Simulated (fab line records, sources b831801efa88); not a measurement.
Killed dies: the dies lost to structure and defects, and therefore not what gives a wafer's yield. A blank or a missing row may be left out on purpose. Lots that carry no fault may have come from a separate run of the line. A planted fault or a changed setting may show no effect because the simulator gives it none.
A struck lot beside a sound one ; flow gf180mcu ; 14 steps out of a route of 602
Sound: wafers L179.1, L179.4, L179.6. Wafers L188.4, L188.5, L188.6 were the ones struck. The cause is named last.
For every step that has rows: the tool of each side, followed by ch and its chambers, followed by its first start. Under that, the readings that differ: sound wafers ; struck wafers ; difference of the means ; sigmas: that difference in standard deviations of wafers without a fault.
alike: same words and numbers on both sides, and readings whose means sit less than 2 such deviations apart. not compared: any withheld reading, any reading some wafer has no value for, any bound like >300 that may hide the same value, and any number with overlapping values for which the record gives no deviation.
A row with sigmas, a row that says differs or no value, or rows on one side alone: a step with any of these is where the two part. Numbers that don't overlap but have no deviation are shown without sigmas and don't part them. Lack of a reading on every wafer of one side parts them only where that side has two or more wafers.

first, 8 steps without rows for these wafers: GF_V1_DEHYDRATE_06 (time 60 s); GF_V1_HMDS_07 (prime time 60 s); GF_V1_COAT_08; GF_V1_COAT_09 (resist thk 1000 nm); GF_V1_SOFTBAKE_10 (time 60 s); GF_V1_EXPOSE_11 (exposes mask Via1, target cd 260 nm); GF_V1_PEB_12 (peb time 90 s); GF_V1_DEVELOP_13 (develop time 60 s).
GF_V1_CD_MEAS_14 targets a cd of 260 nm.
  sound on cd sem-01, day 18 11:54; struck on cd sem-02, day 21 17:50
reading;sound;struck;difference;sigmas
cd nm (nm);260.6 261.5 260.1;257.8 257.9 257.6;-3.0;-2
GF_V1_OVL_MEAS_15:
  sound on overlay-02, day 18 12:01; struck on overlay-01, day 21 17:55
  alike: V1_OVL
GF_V1_ETCH_16: etches BARC in N2/H2.
  sound on rie diel-04 ch 0,1,2, day 18 12:04; struck on rie diel-04 ch 0,1,3, day 21 17:57
  alike: drypump motor current A, oes product au, throttle valve pct
GF_V1_ETCH_17: etches SiO2 in C4F8/O2/Ar, stops on TiN, target depth 630 nm.
  sound: rie diel-04 ch 0,1,2; struck: rie diel-04 ch 0,1,3
  alike: oes product au
GF_V1_STRIP_18: strips in O2/N2.
  sound on plasma asher-02 ch 0,1, day 18 12:11; struck on plasma asher-02 ch 0,1, day 21 18:05
  no value came back on the struck wafers for chamber pressure mTorr (mTorr), drypump motor current A (A), heater power w (W), oes product au (a.u.); on the sound wafers chamber pressure mTorr (mTorr) reads 1499.7 1499.8 1498.0
  not compared: rf hours counter h
then, 1 step without rows for these wafers: GF_V1_STRIP_19 (strips in post etch residue remover, time 1200 s).

WHERE THEY PART
Last at GF_V1_STRIP_18 as far as this record goes, first at GF_V1_CD_MEAS_14.

WHY: the cause the simulator had injected
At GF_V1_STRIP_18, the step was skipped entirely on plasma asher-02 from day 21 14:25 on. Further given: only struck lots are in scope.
